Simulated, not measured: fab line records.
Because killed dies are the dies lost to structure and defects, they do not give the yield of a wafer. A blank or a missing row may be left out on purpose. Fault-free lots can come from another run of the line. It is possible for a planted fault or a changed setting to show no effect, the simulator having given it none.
Matching of chambers	flow sky130	rie_si-01 running SKY_FIELD_ISO_ETCH_17: 4 sister chambers
The step etches Si in HBr/Cl2/O2, target depth 342 nm, time 97.7 s. 8 wafers are shown with their chamber, then 9 later ones without.

## WAFERS, EACH WITH ITS CHAMBER
wafer	chamber	drypump_motor_current_A (A)	oes_product_au (a.u.)
L930.2	0	6.2	0.986
L930.3	2	6.3	0.993
L935.1	1	5.6	0.999
L935.2	3	5.3	1.001
L935.3	2	6.4	0.988
L936.1	1	5.6	1.004
L936.5	0	6.2	1.003
L936.6	3	5.3	0.993

## WAFERS WITH NO CHAMBER GIVEN
wafer	drypump_motor_current_A (A)	oes_product_au (a.u.)
L937.2	6.4	0.995
L937.3	5.6	1.009
L937.4	5.3	1.005
L940.1	5.6	1.011
L940.2	5.3	1.003
L940.3	6.2	0.994
L943.2	5.3	1.000
L943.4	6.4	0.988
L943.5	5.7	1.001

## WHICH CHAMBER EACH ONE RAN IN
wafer	from the rows above	in truth
L937.2	2	2
L937.3	1	1
L937.4	3	3
L940.1	1	1
L940.2	3	3
L940.3	0	0
L943.2	3	3
L943.4	2	2
L943.5	1	1
Correctly placed: 9 of 9. From these rows, 0 cannot be placed. 0 placed wrongly.
How it was worked out, from the rows above alone: a wafer's distance from a chamber is the root of the sum, over the readings, of the square of ((its reading less the chamber's mean) divided by the reading's scatter). If the next closest chamber is less than 2 further off than the closest, the wafer can't be placed; otherwise it belongs to the closest. For every chamber, the mean is computed from those of its wafers that are shown. The scatter: take each reading less its chamber's mean, square it, sum over the shown wafers, divide by the number of wafers less the number of chambers, and take the root.
